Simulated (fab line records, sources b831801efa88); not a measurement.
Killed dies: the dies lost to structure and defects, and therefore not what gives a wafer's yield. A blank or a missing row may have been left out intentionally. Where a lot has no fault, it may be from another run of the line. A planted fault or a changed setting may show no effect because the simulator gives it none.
Comparing a struck lot with a sound one || flow sky130 || 15 steps out of a route of 708
Sound: wafers L666.3, L666.4, L666.6. Wafers L672.2, L672.5, L672.6 were the ones struck. Last of all comes the cause.
For every step that has rows: the tool of each side, followed by ch and its chambers, followed by its first start. Under that, the readings that differ: sound wafers || struck wafers || difference of the means || sigmas: that difference in standard deviations of wafers without a fault.
alike: words and numbers the same on both sides, and readings whose means are apart by under 2 such deviations; not compared: readings that were withheld, readings missing a value for some wafer, numbers with overlapping values and no deviation given by the record, and bounds like >300 which may hide the same value.
The two part at a step that has a row with sigmas, a row that says differs or no value, or rows on one side only. When numbers do not overlap yet have no deviation, they are printed without sigmas and do not part them. A reading missing from all wafers of one side parts the sides only when that side holds two or more wafers.

first, 8 steps without rows for these wafers: SKY_METAL3_DEHYDRATE_05 (time 60 s); SKY_METAL3_HMDS_06 (prime time 60 s); SKY_METAL3_COAT_07 (resist thk 60 nm); SKY_METAL3_COAT_08 (resist thk 1140 nm); SKY_METAL3_SOFTBAKE_09 (time 90 s); SKY_METAL3_EXPOSE_10 (exposes mask MM3, target cd 300 nm); SKY_METAL3_PEB_11; SKY_METAL3_DEVELOP_12 (develop time 60 s).
SKY_METAL3_CD_MEAS_13: the cd target is 300 nm.
  sound on cd sem-02, day 41 12:38; struck on cd sem-02, day 42 14:59
  alike: cd nm
SKY_METAL3_OVL_MEAS_14:
  sound on overlay-02, day 41 12:43; struck on overlay-01, day 42 15:05
  alike: METAL3_OVL
SKY_METAL3_DESCUM_15: chemistry O2, time 8 s.
  sound on rie metal-02 ch 0,1, day 41 12:46; struck on rie metal-03 ch 0,1, day 42 15:07
  alike: drypump motor current A, oes product au
  not compared: rf hours counter h
SKY_METAL3_ETCH_16: etches BARC in N2/H2, stops on SiO2, time 88.2 s, target depth 60 nm.
  sound on rie metal-02 ch 0,1, day 41 12:49; struck on rie metal-03 ch 0,1, day 42 15:08
  alike: bias w, chamber pressure mTorr, drypump motor current A, oes product au, throttle valve pct
  not compared: rf hours counter h
SKY_METAL3_ETCH_17: etches SiO2 in C4F8/O2/Ar, stops on TiN, time 3.9 s, target depth 15 nm.
  sound on rie diel-03 ch 1,3, day 41 12:53; struck on rie diel-01 ch 1,2,3, day 42 15:14
  no value came back on the struck wafers for bias w (W), chamber pressure mTorr (mTorr), oes product au (a.u.); on the sound wafers bias w (W) reads 1204 1206 1204
  not compared: rf hours counter h
SKY_METAL3_METAL_ETCH_18: etches the open film in Cl2/BCl3, stops on SiO2, target depth 845 nm, time 183.1 s.
  sound on rie metal-04 ch 0,1, day 41 12:57; struck on rie metal-04 ch 0,1, day 42 15:16
  alike: bcl3 flow sccm, bias w, drypump motor current A, oes product au, throttle valve pct
  not compared: rf hours counter h
-- the record jumps here: 7 days lie between the struck wafers' starts before and after (it left off in module METAL3 and takes up again in module PAD_OPEN, whose first step shown is number 708 of the route) --
SKY_PAD_OPEN_PROBE_99:
  sound on prober-02, day 48 07:59; struck on prober-01, day 49 05:13
{"reading": "defect limited yield (%)", "sound": "83.5 83.9 84.6", "struck": "0 0 0", "difference": -84, "sigmas": -47}
{"reading": "killed_at_M0_to_M3", "sound": "42 46 44", "struck": "455 458 446", "difference": "+409", "sigmas": "+65"}
{"reading": "killed dies", "sound": "81 79 76", "struck": "492 492 492", "difference": "+413", "sigmas": "+48"}
{"reading": "killed on rim", "sound": "16 12 11", "struck": "96 96 96", "difference": "+83", "sigmas": "+22"}
{"reading": "sort_bin_3_pad_short (%)", "sound": "1.0 0.6 1.0", "struck": "1.4 1.2 2.4", "difference": "+0.8", "sigmas": "+2"}
{"reading": "sort_bin_5_function (%)", "sound": "10.0 10.2 9.6", "struck": "91.1 93.7 91.3", "difference": "+82.1", "sigmas": "+63"}
{"reading": "sort n pass", "sound": "411 413 416", "struck": "0 0 0", "difference": -413, "sigmas": -47}
{"reading": "sort yield pct (%)", "sound": "83.5 83.9 84.6", "struck": "0 0 0", "difference": -84, "sigmas": -47}
  alike: killed_at_M4_up, killed at contacts, killed at front end, killed at other, killed open, killed short, sort_bin_6_memory

== WHERE THEY PART ==
At SKY_METAL3_ETCH_17 first; at SKY_PAD_OPEN_PROBE_99 last (within this record only).

WHY: the cause the simulator had injected
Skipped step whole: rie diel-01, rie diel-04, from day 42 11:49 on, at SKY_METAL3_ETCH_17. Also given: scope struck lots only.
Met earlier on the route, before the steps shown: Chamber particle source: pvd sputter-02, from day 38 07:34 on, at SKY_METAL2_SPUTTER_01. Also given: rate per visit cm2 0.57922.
